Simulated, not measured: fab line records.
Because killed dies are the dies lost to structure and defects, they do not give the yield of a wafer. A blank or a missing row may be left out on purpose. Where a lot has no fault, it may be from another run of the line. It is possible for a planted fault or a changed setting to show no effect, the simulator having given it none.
Which tool was responsible? || flow sky130 || 14 lots with 42 wafers sampled at 2 steps, on a route of 708 steps

WHAT THE GAUGES SHOWED, per wafer
SKY_VIA3_THK_MEAS_23: measures by xrf. Usual: VIA3_W_THK gives 384 nm (standard deviation 8.3).
{"lot": "L866", "measured": "day 40 15:25", "on": "filmMetro-03", "VIA3_W_THK (nm)": "381 378 382", "flag": ""}
{"lot": "L868", "measured": "day 40 23:30", "on": "filmMetro-02", "VIA3_W_THK (nm)": "388 387 375", "flag": ""}
{"lot": "L867", "measured": "day 41 04:02", "on": "filmMetro-03", "VIA3_W_THK (nm)": "392 386 385", "flag": ""}
{"lot": "L870", "measured": "day 41 22:08", "on": "filmMetro-03", "VIA3_W_THK (nm)": "387 385 389", "flag": ""}
{"lot": "L872", "measured": "day 42 06:18", "on": "filmMetro-02", "VIA3_W_THK (nm)": "380 382 393", "flag": ""}
{"lot": "L873", "measured": "day 42 08:08", "on": "filmMetro-02", "VIA3_W_THK (nm)": "383 390 380", "flag": ""}
{"lot": "L874", "measured": "day 42 17:55", "on": "filmMetro-02", "VIA3_W_THK (nm)": "381 376 376", "flag": ""}
{"lot": "L879", "measured": "day 44 00:57", "on": "filmMetro-01", "VIA3_W_THK (nm)": "373 366 378", "flag": ""}
{"lot": "L880", "measured": "day 44 03:54", "on": "filmMetro-01", "VIA3_W_THK (nm)": "382 372 385", "flag": ""}
{"lot": "L883", "measured": "day 45 04:49", "on": "filmMetro-03", "VIA3_W_THK (nm)": "400 387 394", "flag": ""}
{"lot": "L884", "measured": "day 45 05:10", "on": "filmMetro-03", "VIA3_W_THK (nm)": "378 394 378", "flag": ""}
{"lot": "L885", "measured": "day 45 13:26", "on": "filmMetro-02", "VIA3_W_THK (nm)": "384 383 400", "flag": ""}
{"lot": "L886", "measured": "day 45 15:46", "on": "filmMetro-03", "VIA3_W_THK (nm)": "376 377 380", "flag": ""}
{"lot": "L887", "measured": "day 46 00:41", "on": "filmMetro-03", "VIA3_W_THK (nm)": "394 393 393", "flag": ""}

EACH LOT AND THE TOOL THAT RAN IT (in order: tool; ch and the chambers of the sampled wafers; start)
{"lot": "L866", "SKY_VIA3_ETCH_15": "rieDiel-01 ch 0,2,3, day 40 14:28"}
{"lot": "L868", "SKY_VIA3_ETCH_15": "rieDiel-01 ch 0,1,2, day 40 22:26"}
{"lot": "L867", "SKY_VIA3_ETCH_15": "rieDiel-01 ch 0,2,3, day 41 02:58"}
{"lot": "L870", "SKY_VIA3_ETCH_15": "rieDiel-03 ch 0,3, day 41 21:07"}
{"lot": "L872", "SKY_VIA3_ETCH_15": "rieDiel-04 ch 0,2,3, day 42 05:20"}
{"lot": "L873", "SKY_VIA3_ETCH_15": "rieDiel-01 ch 0,1,3, day 42 06:49"}
{"lot": "L874", "SKY_VIA3_ETCH_15": "rieDiel-03 ch 0,1,2, day 42 16:49"}
{"lot": "L879", "SKY_VIA3_ETCH_15": "rieDiel-04 ch 0,2,3, day 43 23:38"}
{"lot": "L880", "SKY_VIA3_ETCH_15": "rieDiel-01 ch 0,2, day 44 02:34"}
{"lot": "L883", "SKY_VIA3_ETCH_15": "rieDiel-04 ch 1,2,3, day 45 03:52"}
{"lot": "L884", "SKY_VIA3_ETCH_15": "rieDiel-03 ch 0,1,3, day 45 04:13"}
{"lot": "L885", "SKY_VIA3_ETCH_15": "rieDiel-01 ch 0,1, day 45 12:29"}
{"lot": "L886", "SKY_VIA3_ETCH_15": "rieDiel-04 ch 0,3, day 45 14:47"}
{"lot": "L887", "SKY_VIA3_ETCH_15": "rieDiel-03 ch 2,3, day 45 23:07"}
- SKY_VIA3_ETCH_15: etches SiO2 in C4F8/O2/Ar, stops on TiN, target depth 507 nm, time 78 s.

WHAT THE TOOLS THEMSELVES READ (means of the sampled wafers that have a number; where no wafer has one, the mark that the record gives instead)
SKY_VIA3_ETCH_15. Usual: 0.947 a.u. for oesProductAu, sd 0.0046.
{"lot": "L866", "tool": "rieDiel-01", "oesProductAu (a.u.)": 0.951, "flag": ""}
{"lot": "L868", "tool": "rieDiel-01", "oesProductAu (a.u.)": 0.949, "flag": ""}
{"lot": "L867", "tool": "rieDiel-01", "oesProductAu (a.u.)": 0.949, "flag": ""}
{"lot": "L870", "tool": "rieDiel-03", "oesProductAu (a.u.)": 0.948, "flag": ""}
{"lot": "L872", "tool": "rieDiel-04", "oesProductAu (a.u.)": 0.949, "flag": ""}
{"lot": "L873", "tool": "rieDiel-01", "oesProductAu (a.u.)": 0.948, "flag": ""}
{"lot": "L874", "tool": "rieDiel-03", "oesProductAu (a.u.)": 0.946, "flag": ""}
{"lot": "L879", "tool": "rieDiel-04", "oesProductAu (a.u.)": 0.946, "flag": ""}
{"lot": "L880", "tool": "rieDiel-01", "oesProductAu (a.u.)": 0.950, "flag": ""}
{"lot": "L883", "tool": "rieDiel-04", "oesProductAu (a.u.)": 0.943, "flag": ""}
{"lot": "L884", "tool": "rieDiel-03", "oesProductAu (a.u.)": 0.946, "flag": ""}
{"lot": "L885", "tool": "rieDiel-01", "oesProductAu (a.u.)": 0.948, "flag": ""}
{"lot": "L886", "tool": "rieDiel-04", "oesProductAu (a.u.)": 0.948, "flag": ""}
{"lot": "L887", "tool": "rieDiel-03", "oesProductAu (a.u.)": 0.948, "flag": ""}

THE ANSWER, worked out from the rows above alone
Rule: lot off if the mean of its wafers having a number is beyond 3 standard deviations from the usual mean. A lot without any number at a reading at which 4 lots or more have one is off too. All remaining lots with rows at the step are treated as sound. The gauges are gone through in route order, then the tools' own readings, and for those a lot's mean is taken as printed above. The first step at which some lot is off is used, and at that step the reading that is off furthest; a lot without a number counts as furthest.
Nothing can be told from this: no lot is off at any reading shown.

WHAT THE SIMULATOR HAD PUT IN
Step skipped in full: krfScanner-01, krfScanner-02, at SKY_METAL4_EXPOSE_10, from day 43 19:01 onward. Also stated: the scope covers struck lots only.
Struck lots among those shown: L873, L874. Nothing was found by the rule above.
